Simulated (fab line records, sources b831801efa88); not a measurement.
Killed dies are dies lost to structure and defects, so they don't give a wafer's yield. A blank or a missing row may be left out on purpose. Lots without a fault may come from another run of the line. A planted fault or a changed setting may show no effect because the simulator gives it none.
Split-lot experiment | flow gf180mcu | 5 lots, 27 wafers read, on a route of 602 steps

THE SPLIT
At GF_HV_LDD_CVD_56 (deposits Si3N4 from DCS/NH3, target thk 90 nm, time 1543 s), the setting time_s was moved away from the recipe's 1543 s on 24 of the 27 wafers read, by -53.5% to +24.1%. The other wafers ran this setting at the recipe's value.

FROM THE SPLIT TO THE READING: what the file shows between them, 1 step
- GF_HV_LDD_THK_MEAS_57

THE READING
oes_product_au, in a.u., at GF_HV_LDD_ETCHBACK_58 (etches Si3N4 in CH3F/O2, stops on SiO2, time 100 s, target depth 90 nm). Fault-free wafers of this fab line usually give 0.843 a.u., standard deviation 0.0063 a.u..

wafer  | tool, chamber at the split | time_s as run, s | against the recipe | oes_product_au, a.u. | against lot-mates on the recipe
L074.1 | -, -                       | 923.2            | -40.2%             | 0.649                | no lot-mate on the recipe
L074.2 | -, -                       | 923.2            | -40.2%             | 0.654                | no lot-mate on the recipe
L074.3 | -, -                       | 923.2            | -40.2%             | 0.657                | no lot-mate on the recipe
L074.4 | -, -                       | 923.2            | -40.2%             | 0.649                | no lot-mate on the recipe
L074.5 | -, -                       | 923.2            | -40.2%             | 0.652                | no lot-mate on the recipe
L074.6 | -, -                       | 923.2            | -40.2%             | 0.648                | no lot-mate on the recipe
L076.1 | lpcvd-01, 1                | 1543             | recipe             | 0.844                | -
L076.2 | lpcvd-01, 1                | 1543             | recipe             | 0.847                | -
L076.4 | lpcvd-01, 1                | 1543             | recipe             | 0.846                | -
L080.1 | -, -                       | 718.2            | -53.5%             | 0.593                | no lot-mate on the recipe
L080.2 | -, -                       | 718.2            | -53.5%             | 0.592                | no lot-mate on the recipe
L080.3 | -, -                       | 718.2            | -53.5%             | 0.591                | no lot-mate on the recipe
L080.4 | -, -                       | 718.2            | -53.5%             | 0.588                | no lot-mate on the recipe
L080.5 | -, -                       | 718.2            | -53.5%             | 0.598                | no lot-mate on the recipe
L080.6 | -, -                       | 718.2            | -53.5%             | 0.588                | no lot-mate on the recipe
L083.1 | -, -                       | 1915             | +24.1%             | 0.951                | no lot-mate on the recipe
L083.2 | -, -                       | 1915             | +24.1%             | 0.957                | no lot-mate on the recipe
L083.3 | -, -                       | 1915             | +24.1%             | 0.957                | no lot-mate on the recipe
L083.4 | -, -                       | 1915             | +24.1%             | 0.957                | no lot-mate on the recipe
L083.5 | -, -                       | 1915             | +24.1%             | 0.948                | no lot-mate on the recipe
L083.6 | -, -                       | 1915             | +24.1%             | 0.943                | no lot-mate on the recipe
L085.1 | -, -                       | 1097             | -28.9%             | 0.710                | no lot-mate on the recipe
L085.2 | -, -                       | 1097             | -28.9%             | 0.703                | no lot-mate on the recipe
L085.3 | -, -                       | 1097             | -28.9%             | 0.721                | no lot-mate on the recipe
L085.4 | -, -                       | 1097             | -28.9%             | 0.706                | no lot-mate on the recipe
L085.5 | -, -                       | 1097             | -28.9%             | 0.702                | no lot-mate on the recipe
L085.6 | -, -                       | 1097             | -28.9%             | 0.724                | no lot-mate on the recipe

THE FIT
A straight line over all 27 wafers: oes_product_au changes by +0.00466 a.u. for each +1% of time_s; r = +1.00; the points scatter about the line by 0.0062 a.u..
Too few moved wafers have a lot-mate on the recipe to fit a line with each lot's own level taken away.

THE WHOLE CHAIN: every reading that the file lists as answering this split, in the file's order
step                  | what it does                                                           | reading                                                                        | change (the file's fit)                   | r (the file's)
GF_HV_LDD_CVD_56      | deposits Si3N4 from DCS/NH3, target thk 90 nm, time 1543 s             | Si3N4_of_HV_LDD_CVD_56.thk_nm (the simulator's own value, which no gauge read) | +0.903 nm for each +1% of the setting     | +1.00
GF_HV_LDD_THK_MEAS_57 |                                                                        | HV_LDD_CVD_56_THK                                                              | +0.903 for each +1% of the setting        | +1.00
GF_HV_LDD_ETCHBACK_58 | etches Si3N4 in CH3F/O2, stops on SiO2, time 100 s, target depth 90 nm | oes_product_au                                                                 | +0.00466 a.u. for each +1% of the setting | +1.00
GF_HV_LDD_ETCHBACK_58 | etches Si3N4 in CH3F/O2, stops on SiO2, time 100 s, target depth 90 nm | etch.depth_nm (the simulator's own value, which no gauge read)                 | +0.906 nm for each +1% of the setting     | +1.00

THE FILE'S OWN FIT
oes_product_au changes by +0.00466 a.u. for each +1% of time_s, r = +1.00.
